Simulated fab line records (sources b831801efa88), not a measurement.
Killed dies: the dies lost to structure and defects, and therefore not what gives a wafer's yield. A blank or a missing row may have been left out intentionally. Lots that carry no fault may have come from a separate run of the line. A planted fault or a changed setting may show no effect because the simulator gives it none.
Chamber matching    flow gf180mcu    4 sister chambers for GF_CONTACT_CMP_27 on cmp-01
The step polishes, stops on SiO2, t overpolish 15 s, target thk 0 nm. 14 wafers are shown with their chamber, then 7 later ones without.

## EACH WAFER AND ITS CHAMBER
wafer   chamber  motor-current-A (A)  time-to-endpoint-s (s)  overpolish-run-s (s)
L822.1  1        9.1                  68                      15.037
L822.2  3        10.1                 74                      14.993
L822.3  0        9.1                  77                      14.992
L823.1  0        8.8                  78                      15.009
L823.5  2        11.4                 75                      14.988
L823.6  1        9.1                  74                      14.983
L824.1  0        8.7                  78                      15.006
L824.3  2        11.2                 75                      15.002
L824.6  0        8.6                  78                      15.017
L827.2  0        8.8                  78                      14.999
L827.4  3        11.1                 77                      15.001
L827.5  1        9.5                  73                      15.003
L838.2  2        11.4                 74                      14.982
L838.4  0        8.8                  76                      15.016

SIGNATURES (means of the wafers above)
reading             chamber 0  chamber 1  chamber 2  chamber 3  scatter within a chamber
motor-current-A     8.800      9.233      11.333     10.600     0.278
time-to-endpoint-s  77.50      71.67      74.67      75.50      1.71
overpolish-run-s    15.00650   15.00767   14.99067   14.99700   0.0149
Rule: for each reading, subtract the chamber's mean from the wafer's reading, divide by that reading's scatter and square the result; add these up over the readings and take the root, which gives the wafer's distance from the chamber. The wafer belongs to the nearest chamber; if the next one is less than 2 further off, it can't be placed. The scatter: take each reading less its chamber's mean, square it, sum over the shown wafers, divide by the number of wafers less the number of chambers, and take the root.

## WAFERS WITHOUT THEIR CHAMBER
wafer   motor-current-A (A)  time-to-endpoint-s (s)  overpolish-run-s (s)
L838.6  9.1                  67                      15.008
L841.2  9.6                  70                      15.004
L841.3  10.8                 74                      14.998
L841.6  11.9                 71                      14.996
L842.2  11.0                 74                      15.005
L842.4  9.2                  76                      15.018
L842.5  9.0                  67                      14.989

## CHAMBER TAKEN BY EACH
wafer   from the rows above      in truth
L838.6  1                        1
L841.2  1                        1
L841.3  can't be placed: 3 or 2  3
L841.6  2                        2
L842.2  can't be placed: 2 or 3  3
L842.4  can't be placed: 0 or 1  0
L842.5  1                        1
Correctly placed: 4 of 7. From these rows, 3 cannot be placed; in 3 the true chamber is one of the candidates. Wrongly placed: 0.
